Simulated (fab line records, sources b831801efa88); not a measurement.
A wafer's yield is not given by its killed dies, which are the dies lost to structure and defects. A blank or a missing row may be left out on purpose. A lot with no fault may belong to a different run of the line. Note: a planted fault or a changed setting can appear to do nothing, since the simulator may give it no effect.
Which tool is to blame?	flow sky130	Sampling: 13 lots, 39 wafers, 4 of 708 route steps

== WHAT EACH GAUGE READ, for each wafer ==
SKY_METAL5_RS_MEAS_05: measures by four-point-probe. Usual: METAL5_ALCU_RS gives 0.0272 ohm/sq (standard deviation 0.00044).
lot	measured	on	METAL5_ALCU_RS (ohm/sq)	flag
L601	day 42 17:34	film_metro-02	0.0273 0.0276 0.0275	
L602	day 43 10:05	film_metro-02	0.0268 0.0268 0.0270	
L604	day 43 22:54	film_metro-01	0.0268 0.0269 0.0268	
L607	day 44 14:41	film_metro-02	0.0269 0.0269 0.0272	
L608	day 45 01:14	film_metro-02	0.0271 0.0275 0.0269	
L613	day 46 09:00	film_metro-01	0.0276 0.0275 0.0272	
L616	day 47 09:26	film_metro-02	0.0277 0.0279 0.0273	
L618	day 47 10:14	film_metro-02	0.0271 0.0268 0.0270	
L619	day 47 14:43	film_metro-02	0.0265 0.0269 0.0267	
L620	day 48 00:59	film_metro-01	0.0271 0.0272 0.0271	
L622	day 48 02:41	film_metro-02	0.0274 0.0273 0.0280	
L621	day 48 03:22	film_metro-01	0.0271 0.0271 0.0268	
L624	day 48 19:25	film_metro-02	0.0273 0.0279 0.0281	

SKY_PASSIVATION_THK_MEAS_03. Usual: PASSIVATION_CVD_02_THK gives 533 nm (standard deviation 7.4).
lot	measured	on	PASSIVATION_CVD_02_THK (nm)	flag
L601	day 43 16:49	film_metro-04	527 527 525	
L602	day 44 09:38	film_metro-03	525 534 531	
L604	day 44 22:11	film_metro-03	536 544 530	
L607	day 45 13:26	film_metro-03	534 532 537	
L608	day 45 23:00	film_metro-04	529 523 532	
L613	day 47 06:50	film_metro-04	522 533 541	
L616	day 48 06:38	film_metro-03	532 529 540	
L618	day 48 06:59	film_metro-03	534 539 546	
L619	day 48 11:10	film_metro-01	525 525 536	
L620	day 48 21:03	film_metro-04	523 523 528	
L622	day 48 22:29	film_metro-03	533 543 535	
L621	day 48 23:00	film_metro-01	541 545 545	
L624	day 49 13:28	film_metro-03	529 538 536	

SKY_PAD_OPEN_BOW_MEAS_13. Usual: PAD_OPEN_BOW gives 47 um (standard deviation 9.4).
lot	measured	on	PAD_OPEN_BOW (um)	flag
L601	day 45 14:59	film_metro-02	49 41 41	
L602	day 46 06:28	film_metro-04	47 38 55	
L604	day 46 18:15	film_metro-04	43 55 60	
L607	day 47 09:37	film_metro-02	40 53 52	
L608	day 47 17:47	film_metro-02	58 47 34	
L613	day 48 23:19	film_metro-02	36 35 42	
L616	day 49 19:47	film_metro-02	57 41 56	
L618	day 49 21:41	film_metro-02	48 57 57	
L619	day 50 01:15	film_metro-02	42 59 50	
L620	day 50 07:25	film_metro-01	38 50 46	
L622	day 50 08:33	film_metro-02	55 44 34	
L621	day 50 10:44	film_metro-02	34 32 30	
L624	day 50 22:20	film_metro-02	47 43 36	

== WHICH TOOL RAN EACH LOT (tool, then ch and the chambers of the sampled wafers, then the start) ==
lot	SKY_METAL3_SPUTTER_04
L601	pvd_sputter-04, day 36 05:02
L602	pvd_sputter-04, day 37 00:01
L604	pvd_sputter-01, day 37 15:13
L607	pvd_sputter-04, day 38 08:18
L608	pvd_sputter-04, day 38 21:14
L613	pvd_sputter-01, day 40 07:08
L616	pvd_sputter-01, day 41 11:34
L618	pvd_sputter-04, day 41 13:59
L619	pvd_sputter-04, day 41 20:40
L620	pvd_sputter-01, day 42 07:59
L622	pvd_sputter-03, day 42 09:11
L621	pvd_sputter-03, day 42 10:13
L624	pvd_sputter-04, day 43 05:55
- SKY_METAL3_SPUTTER_04: material TiN, target thk 70 nm, time 58.3 s.

== AS READ BY THE TOOLS THEMSELVES (means over the sampled wafers that have a number; for cases with no such wafer, the mark the record gives instead) ==
SKY_METAL3_SPUTTER_04. Usual: throttle_valve_pct 30.2 %, standard deviation 1.3.
lot	tool	throttle_valve_pct (%)	flag
L601	pvd_sputter-04	30.0	
L602	pvd_sputter-04	29.2	
L604	pvd_sputter-01	30.6	
L607	pvd_sputter-04	30.5	
L608	pvd_sputter-04	30.2	
L613	pvd_sputter-01	31.2	
L616	pvd_sputter-01	30.3	
L618	pvd_sputter-04	30.1	
L619	pvd_sputter-04	29.0	
L620	pvd_sputter-01	30.6	
L622	pvd_sputter-03	29.7	
L621	pvd_sputter-03	30.3	
L624	pvd_sputter-04	30.4	

== THE ANSWER, worked out from the rows above alone ==
Rule: lot off if the mean of its wafers having a number is beyond 3 standard deviations from the usual mean. Also off: a lot with no number at a reading for which 4 or more lots have one. All remaining lots with rows at the step are treated as sound. Order of review: gauges by route order, followed by the tools' own readings, for which a lot's mean as printed above is used. The first step at which some lot is off is used, and at that step the reading that is off furthest; a lot without a number counts as furthest.
No lot is off on any of the readings shown, so nothing can be concluded from this.

== WHAT HAD BEEN PUT IN BY THE SIMULATOR ==
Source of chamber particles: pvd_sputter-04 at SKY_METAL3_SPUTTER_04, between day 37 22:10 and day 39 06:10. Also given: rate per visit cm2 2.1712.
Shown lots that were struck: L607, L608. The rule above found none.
